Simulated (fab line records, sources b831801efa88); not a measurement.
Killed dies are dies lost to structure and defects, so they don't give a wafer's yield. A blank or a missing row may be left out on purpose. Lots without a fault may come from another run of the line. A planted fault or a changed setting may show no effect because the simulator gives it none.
fab line records | flow sky130
record lots=5 wafers=15 last_day=50
route steps=708 shown PASSIVATION@689 PAD_OPEN@694
lots that met no fault: from a run of the same line without faults
start_h: hours from the record's first day to the start of the lot's first wafer shown | wait_h: hours since the lot's step before | " the same as in the row above | L1.1+2: a row that stands for several wafers | - no value, or no start given | * or withheld: withheld | < > ~ a bound
route shown NAME@n: a module of which the file shows steps, and the number in the route of the first | usual: mean/standard deviation of fault-free wafers | same: alike in all rows | chamber/n: place in a boat | sites: the reading at each site | _std_site: their standard deviation | _edge_site: outer sites' mean less inner sites' | radius_mm: how far each site lies from the wafer's centre | mask NAME#n: copy n | behind: the tool/chamber that last shaped the wafer | hold: why the lot was held/for how many hours/how that ended | device: the transistor (n, p or np) that didn't switch | end of line: the same wafers' tests at the end of the route | a step without rows: its recipe alone | killed: dies lost to structure and defects at the first sort, not the wafer's yield | map: a wafer's dies, x killed, . not, _ none there
set.NAME: the setting as run; set.NAME@STEP: as run at that earlier step | model.NAME: the simulator's own value behind a step, which no gauge read
lots at some steps of the route; a table a step, a row a wafer
services: from which hour (start_h, from the record's first day; less than 0 if before it) a tool's chamber was out of use, for how many hours, and why
## steps
# step SKY_PASSIVATION_EXPOSE_08
# recipe mask_id=NSM target_cd_nm=3000 na=0.57 dose_mj=260
# columns lot.wafer tool chamber start_h wait_h mask
L083.1+3+5 iline_stepper-02 0 - - NSM#0
L087.1+3+5 iline_stepper-01 0 - - NSM#0
L089.1+2+6 iline_stepper-01 0 - - NSM#0
L093.2+4+6 iline_stepper-02 0 - - NSM#0
L096.1+4+6 iline_stepper-01 0 - - NSM#0
# step SKY_PASSIVATION_PEB_09
# recipe temp_c=115 time_s=withheld
# columns lot.wafer tool chamber start_h wait_h
L083.1+3+5 litho_track-04 0 - -
L087.1+3+5 litho_track-04 0 - -
L089.1+2+6 litho_track-04 0 - -
L093.2+4+6 litho_track-02 0 - -
L096.1+4+6 litho_track-03 0 - -
# step SKY_PASSIVATION_DEVELOP_10
# recipe develop_time_s=60 dev_temp_c=23
# columns lot.wafer tool chamber start_h wait_h
L083.1+3+5 litho_track-04 0 - -
L087.1+3+5 litho_track-04 0 - -
L089.1+2+6 litho_track-04 0 - -
L093.2+4+6 litho_track-02 0 - -
L096.1+4+6 litho_track-03 0 - -
# step SKY_PASSIVATION_ETCH_11
# recipe chemistry=CF4/O2 target_depth_nm=725 stop_on=AlCu source_w=800 bias_w=150 pressure_mtorr=150 cf4_flow_sccm=80 O2_flow_sccm=10 time_s=161.1
# usual O2_flow_sccm=10.00/0.03 drypump_motor_current_A=5.6/0.46 oes_product_au=0.978/0.0063 throttle_valve_pct=5.964/0.0094
# columns lot.wafer tool chamber start_h wait_h O2_flow_sccm drypump_motor_current_A oes_product_au rf_hours_counter_h throttle_valve_pct
L083.1 rie_diel-02 3 1107.79 - 9.99 5.8 0.978 22 5.953
L083.3 " 0 " " 9.99 5.8 0.971 16 5.935
L083.5 " 0 " " 9.97 5.8 0.987 - 5.970
L087.1 rie_diel-04 1 1131.19 - 10.01 6.8 0.972 25 5.966
L087.3 " 2 " " 10.11 5.6 0.970 27 5.968
L087.5 " 0 " " 9.99 5.0 0.979 - 5.973
L089.1 rie_diel-01 2 1146.14 - 10.01 5.4 0.968 13 5.956
L089.2 " 1 " " 9.97 5.4 0.969 12 5.972
L089.6 " 1 " " 9.97 5.4 0.978 - 5.978
L093.2 rie_diel-02 2 1170.90 - 10.01 5.5 0.964 16 5.963
L093.4 " 0 " " 10.03 5.7 0.981 18 5.962
L093.6 " 0 " " 10.02 5.8 0.982 - 5.974
L096.1 rie_diel-01 0 1178.68 - 10.01 5.1 0.969 8 5.968
L096.4 " 0 " " 10.04 5.1 0.983 - 5.965
L096.6 " 1 " " 10.06 5.4 0.992 - 5.971
# step SKY_PASSIVATION_STRIP_12
# recipe chemistry=O2/N2 power_w=1400 pressure_mtorr=1500 platen_temp_c=withheld overash_fraction=0.7 o2_flow_sccm=3000 n2_flow_sccm=300
# usual drypump_motor_current_A=5.7/0.59 oes_product_au=0.661/0.0046 strip_time_to_endpoint_s=31.56/0.1
# columns lot.wafer tool chamber start_h wait_h drypump_motor_current_A oes_product_au rf_hours_counter_h strip_time_to_endpoint_s
L083.1 plasma_asher-02 1 1107.89 0.1 6.3 0.655 73 31.82
L083.3 " 0 " " 6.4 0.665 - 31.78
L083.5 " 1 " " 6.3 0.654 - 31.49
L087.1 plasma_asher-02 0 1131.29 0.1 6.4 0.662 75 31.67
L087.3 " 0 " " 6.4 0.661 - 31.70
L087.5 " 1 " " 6.3 0.656 - 31.62
L089.1 plasma_asher-03 0 1146.24 0.1 5.0 0.667 8 31.61
L089.2 " 1 " " 5.8 0.662 8 31.60
L089.6 " 0 " " 5.0 0.668 - 31.58
L093.2 plasma_asher-02 1 1171.01 0.1 6.3 0.661 79 31.46
L093.4 " 0 " " 6.4 0.665 - 31.35
L093.6 " 1 " " 6.3 0.659 - 31.27
L096.1 plasma_asher-04 1 1178.78 0.1 5.1 0.656 90 31.63
L096.4 " 0 " " 5.1 0.660 - 31.44
L096.6 " 1 " " 5.1 0.659 - 31.47
# step SKY_PAD_OPEN_DEHYDRATE_00
# recipe temp_c=200 time_s=60
# columns lot.wafer tool chamber start_h wait_h
L083.1+3+5 litho_track-01 0 1117.52 9.6
L087.1+3+5 litho_track-03 0 1140.07 8.7
L089.1+2+6 litho_track-04 0 1154.94 8.7
L093.2+4+6 litho_track-04 0 1178.76 7.7
L096.1+4+6 litho_track-03 0 1186.68 7.9
# step SKY_PAD_OPEN_HMDS_01
# recipe prime_time_s=60 prime_temp_c=120
# same prime_time_s=60
# columns lot.wafer tool chamber start_h wait_h
L083.1+3+5 litho_track-01 0 1117.67 0.1
L087.1+3+5 litho_track-03 0 1140.22 0.1
L089.1+2+6 litho_track-04 0 1155.09 0.1
L093.2+4+6 litho_track-04 0 1178.91 0.1
L096.1+4+6 litho_track-03 0 1186.83 0.1
# step SKY_PAD_OPEN_COAT_02
# recipe spin_rpm=2000 resist_thk_nm=3000
# columns lot.wafer tool chamber start_h wait_h
L083.1+3+5 litho_track-01 0 1117.82 0.1
L087.1+3+5 litho_track-03 0 1140.37 0.1
L089.1+2+6 litho_track-04 0 1155.24 0.1
L093.2+4+6 litho_track-04 0 1179.06 0.1
L096.1+4+6 litho_track-03 0 1186.98 0.1
# step SKY_PAD_OPEN_SOFTBAKE_03
# recipe temp_c=110 time_s=withheld
# columns lot.wafer tool chamber start_h wait_h
L083.1+3+5 litho_track-01 0 1117.97 0.1
L087.1+3+5 litho_track-03 0 1140.52 0.1
L089.1+2+6 litho_track-04 0 1155.39 0.1
L093.2+4+6 litho_track-04 0 1179.22 0.1
L096.1+4+6 litho_track-03 0 1187.13 0.1
# step SKY_PAD_OPEN_EXPOSE_04
# recipe mask_id=PDM target_cd_nm=60000 na=0.57 dose_mj=260
# columns lot.wafer tool chamber start_h wait_h mask
L083.1+3+5 iline_stepper-01 0 - - PDM#0
L087.1+3+5 iline_stepper-02 0 - - PDM#0
L089.1+2+6 iline_stepper-02 0 - - PDM#0
L093.2+4+6 iline_stepper-02 0 - - PDM#0
L096.1+4+6 iline_stepper-01 0 - - PDM#0
# step SKY_PAD_OPEN_PEB_05
# recipe temp_c=115 time_s=withheld
# columns lot.wafer tool chamber start_h wait_h
L083.1+3+5 litho_track-04 0 - -
L087.1+3+5 litho_track-03 0 - -
L089.1+2+6 litho_track-01 0 - -
L093.2+4+6 litho_track-04 0 - -
L096.1+4+6 litho_track-04 0 - -
# step SKY_PAD_OPEN_DEVELOP_06
# recipe develop_time_s=60 dev_temp_c=23
# columns lot.wafer tool chamber start_h wait_h
L083.1+3+5 litho_track-04 0 - -
L087.1+3+5 litho_track-03 0 - -
L089.1+2+6 litho_track-01 0 - -
L093.2+4+6 litho_track-04 0 - -
L096.1+4+6 litho_track-04 0 - -
# step SKY_PAD_OPEN_ETCH_07
# recipe chemistry=CF4/O2 target_depth_nm=725 stop_on=AlCu source_w=800 bias_w=150 pressure_mtorr=150 cf4_flow_sccm=80 O2_flow_sccm=10 time_s=161.1
# usual O2_flow_sccm=10.00/0.033 drypump_motor_current_A=5.6/0.47 oes_product_au=0.978/0.0062 throttle_valve_pct=5.964/0.01
# columns lot.wafer tool chamber start_h wait_h O2_flow_sccm drypump_motor_current_A oes_product_au rf_hours_counter_h throttle_valve_pct
L083.1 rie_diel-02 3 1127.59 - 10.00 5.8 0.969 22 5.970
L083.3 " 2 " " 9.97 5.5 0.968 14 5.941
L083.5 " 3 " " 9.95 5.8 0.980 - 5.960
L087.1 rie_diel-04 2 1149.92 - 10.01 5.6 0.975 28 5.966
L087.3 " 3 " " 10.01 5.8 0.969 23 5.953
L087.5 " 1 " " 10.05 6.8 0.982 - 5.982
L089.1 rie_diel-02 0 1164.17 - 10.03 5.8 0.968 18 5.971
L089.2 " 3 " " 10.02 5.8 0.965 24 5.968
L089.6 " 1 " " 9.95 6.1 0.972 - 5.950
L093.2 rie_diel-03 0 1187.29 - 10.02 4.9 0.968 23 5.986
L093.4 " 3 " " 9.99 5.7 0.977 20 5.970
L093.6 " 2 " " 10.01 6.1 0.984 - 5.962
L096.1 rie_diel-04 3 1194.94 - 9.93 5.8 0.978 25 5.957
L096.4 " 3 " " 10.03 5.8 0.984 - 5.978
L096.6 " 0 " " 9.97 5.0 0.999 - 5.962
# step SKY_PAD_OPEN_STRIP_08
# recipe chemistry=O2/N2 power_w=1400 pressure_mtorr=1500 platen_temp_c=withheld overash_fraction=0.7 o2_flow_sccm=3000 n2_flow_sccm=300
# usual drypump_motor_current_A=5.6/0.52 oes_product_au=0.663/0.0047 strip_time_to_endpoint_s=37.11/0.12
# columns lot.wafer tool chamber start_h wait_h drypump_motor_current_A oes_product_au rf_hours_counter_h strip_time_to_endpoint_s
L083.1 plasma_asher-01 0 1127.69 0.1 6.1 0.670 40 36.85
L083.3 " 0 " " 6.1 0.660 - 36.97
L083.5 " 0 " " 6.1 0.662 - 37.00
L087.1 plasma_asher-04 0 1150.03 0.1 5.1 0.659 87 37.10
L087.3 " 1 " " 5.1 0.669 - 37.11
L087.5 " 1 " " 5.1 0.661 - 37.04
L089.1 plasma_asher-04 0 1164.27 0.1 5.2 0.657 89 37.14
L089.2 " 1 " " 5.1 0.667 89 37.13
L089.6 " 0 " " 5.1 0.658 - 37.12
L093.2 plasma_asher-02 0 1187.39 0.1 6.4 0.656 81 37.21
L093.4 " 1 " " 6.3 0.663 - 37.22
L093.6 " 0 " " 6.4 0.661 - 37.13
L096.1 plasma_asher-01 0 1195.04 0.1 6.1 0.659 47 37.10
L096.4 " 1 " " 5.4 0.661 - 37.08
L096.6 " 1 " " 5.4 0.662 - 37.02
# step SKY_PAD_OPEN_STRIP_09
# recipe chemistry=post_etch_residue_remover time_s=1200 temp_c=72.5
# columns lot.wafer tool chamber start_h wait_h
L083.1+3+5 wet_bench-03 1 1127.79 0.1
L087.1+3+5 wet_bench-04 1 1150.13 0.1
L089.1+2+6 wet_bench-02 0 1164.37 0.1
L093.2+4+6 wet_bench-04 3 1187.49 0.1
L096.1+4+6 wet_bench-04 0 1195.14 0.1
# step SKY_PAD_OPEN_CLEAN_10
# recipe chemistry=IPA time_s=180 temp_c=25
# columns lot.wafer tool chamber start_h wait_h
L083.1+3+5 wet_bench-02 2 1128.68 0.0
L087.1+3+5 wet_bench-03 3 1150.47 0.0
L089.1+2+6 wet_bench-02 2 1164.72 0.0
L093.2+4+6 wet_bench-04 2 1187.90 0.0
L096.1+4+6 wet_bench-04 0 1195.52 0.0
# step SKY_PAD_OPEN_CLEAN_11
# recipe chemistry=O3/DIW dry=n2_spin
# columns lot.wafer tool chamber start_h wait_h
L083.1+3+5 wet_bench-03 1 1128.74 0.0
L087.1+3+5 wet_bench-02 1 1150.53 0.0
L089.1+2+6 wet_bench-04 0 1164.77 0.0
L093.2+4+6 wet_bench-04 2 1187.97 0.0
L096.1+4+6 wet_bench-04 2 1195.68 0.1
# step SKY_PAD_OPEN_ANNEAL_12
# recipe temp_c=400 time_s=withheld ambient=N2/H2 idle_temp_c=300 ramp_up_c_per_min=8 ramp_down_c_per_min=4
# usual spike_tc_centre_C=402.1/1.4 tube_center_temp_C_max=401.02/0.16 zone_power_centre_pct=4.3/0.72
# columns lot.wafer tool chamber start_h wait_h spike_tc_centre_C tube_center_temp_C_max zone_power_centre_pct
L083.1 furnace-02 0 1128.96 0.0 401.1 400.90 5.2
L083.3 " 0 " " 401.8 401.08 5.1
L083.5 " 0 " " 402.7 400.97 5.1
L087.1 furnace-02 0 1150.62 0.0 401.8 401.06 5.2
L087.3 " 0 " " 400.7 401.04 5.1
L087.5 " 0 " " 401.2 401.01 5.2
L089.1 furnace-02 0 1164.87 0.0 401.5 400.94 5.1
L089.2 " 0 " " 400.6 401.16 5.2
L089.6 " 0 " " 401.0 401.09 5.1
L093.2 furnace-02 0 1188.08 0.0 400.4 401.09 5.2
L093.4 " 0 " " 401.6 400.69 5.1
L093.6 " 0 " " 401.8 401.08 5.1
L096.1 furnace-01 0 1195.78 0.0 402.7 400.90 3.7
L096.4 " 0 " " 402.6 401.00 3.7
L096.6 " 0 " " 404.1 400.89 3.7
# step SKY_PAD_OPEN_BOW_MEAS_13
# recipe mode=bow
# usual PAD_OPEN_BOW=47/9.3
# columns lot.wafer tool chamber start_h wait_h PAD_OPEN_BOW[um]
L083.1 film_metro-03 - 1130.46 - 46
L083.3 " - " " 45
L083.5 " - " " 52
L087.1 film_metro-02 - 1152.12 - 37
L087.3 " - " " 50
L087.5 " - " " 38
L089.1 film_metro-02 - 1166.37 - 38
L089.2 " - " " 35
L089.6 " - " " 41
L093.2 film_metro-01 - 1189.60 - 32
L093.4 " - " " 34
L093.6 " - " " 33
L096.1 film_metro-01 - 1197.28 - 46
L096.4 " - " " 52
L096.6 " - " " 48
# step SKY_PAD_OPEN_PROBE_99
# usual defect_limited_yield=82.4/2.1 killed_at_M0_to_M3=43/7.4 killed_at_M4_up=3.1/1.9 killed_at_contacts=25/5.4 killed_at_front_end=15/4.3 killed_at_other=0.3/0.54 killed_dies=86/10 killed_open=46/7.4 killed_short=40/7 sort_bin_3_pad_short=0.9/0.39 sort_bin_5_function=10.3/1.6 sort_bin_6_memory=6.4/1.1 sort_n_pass=406/10 sort_yield_pct=82.4/2.1
# same gross_dies=492 killed_at_back_side=0 sort_bin_4_leakage[%]=0 sort_bin_8_speed[%]=0
# columns lot.wafer tool chamber start_h wait_h defect_limited_yield[%] killed_at_M0_to_M3 killed_at_M4_up killed_at_contacts killed_at_front_end killed_at_other killed_dies killed_open killed_short sort_bin_3_pad_short[%] sort_bin_5_function[%] sort_bin_6_memory[%] sort_n_pass sort_yield_pct[%]
L087.1 prober-02 - 1152.24 0.1 82.5 46 5 16 19 0 86 41 45 1.4 10.6 5.5 406 82.5
L087.3 prober-02 - 1152.34 0.2 82.9 44 3 26 11 0 84 38 46 1.2 8.7 7.1 408 82.9
L087.5 prober-02 - 1152.44 0.2 82.3 37 1 30 19 0 87 42 45 0.6 12.2 4.9 405 82.3
# killed by level:class
L087.1 VIA1:geometric_particle:short=10 VIA1:geometric_particle:open=8 LI_CONTACT:geometric_particle:open=7 VIA3:geometric_particle:open=7 FIELD_ISO:geometric_particle:short=6 METAL2:geometric_particle:short=6 METAL1:geometric_particle:short=6 POLY_GATE:geometric_particle:short=5
L087.3 METAL2:geometric_particle:short=10 VIA1:geometric_particle:open=9 CONTACT:geometric_particle:short=8 CONTACT:geometric_particle:open=7 LOCAL_INTERCONNECT:geometric_particle:short=6 VIA3:geometric_particle:open=6 POLY_GATE:geometric_particle:open=4 VIA2:geometric_particle:short=4
L087.5 VIA1:geometric_particle:open=10 METAL2:geometric_particle:short=9 CONTACT:geometric_particle:open=8 CONTACT:geometric_particle:short=7 LOCAL_INTERCONNECT:geometric_particle:short=6 POLY_GATE:geometric_particle:short=5 FIELD_ISO:geometric_particle:open=4 FIELD_ISO:geometric_particle:short=4
## services
# columns tool chamber start_h hours kind
iline_stepper-01 - 1073.81 4.9 repair
plasma_asher-04 - 1088.34 2.3 repair
furnace-02 - 1104.49 17.8 repair
iline_stepper-02 0 1117.40 - calibration
furnace-02 - 1122.27 4.6 pm
iline_stepper-02 - 1123.12 1.7 pm
rie_diel-01 3 1123.56 9.6 repair
plasma_asher-04 - 1132.31 2.0 repair
rie_diel-03 3 1143.11 9.3 repair
iline_stepper-01 - 1148.69 0.9 repair
iline_stepper-01 - 1159.20 1.7 pm
rie_diel-02 0 1159.77 3.3 repair
rie_diel-01 3 1163.65 28.8 repair
furnace-01 - 1164.61 2.7 pm
rie_diel-03 - 1165.95 1.7 repair
rie_diel-04 - 1168.74 2.8 pm
plasma_asher-03 - 1174.95 1.4 repair
rie_diel-01 - 1179.15 2.1 repair
furnace-01 - 1179.79 2.5 repair
rie_diel-04 1 1190.24 8.1 repair
rie_diel-01 0 1194.54 4.1 repair
## key
fault none
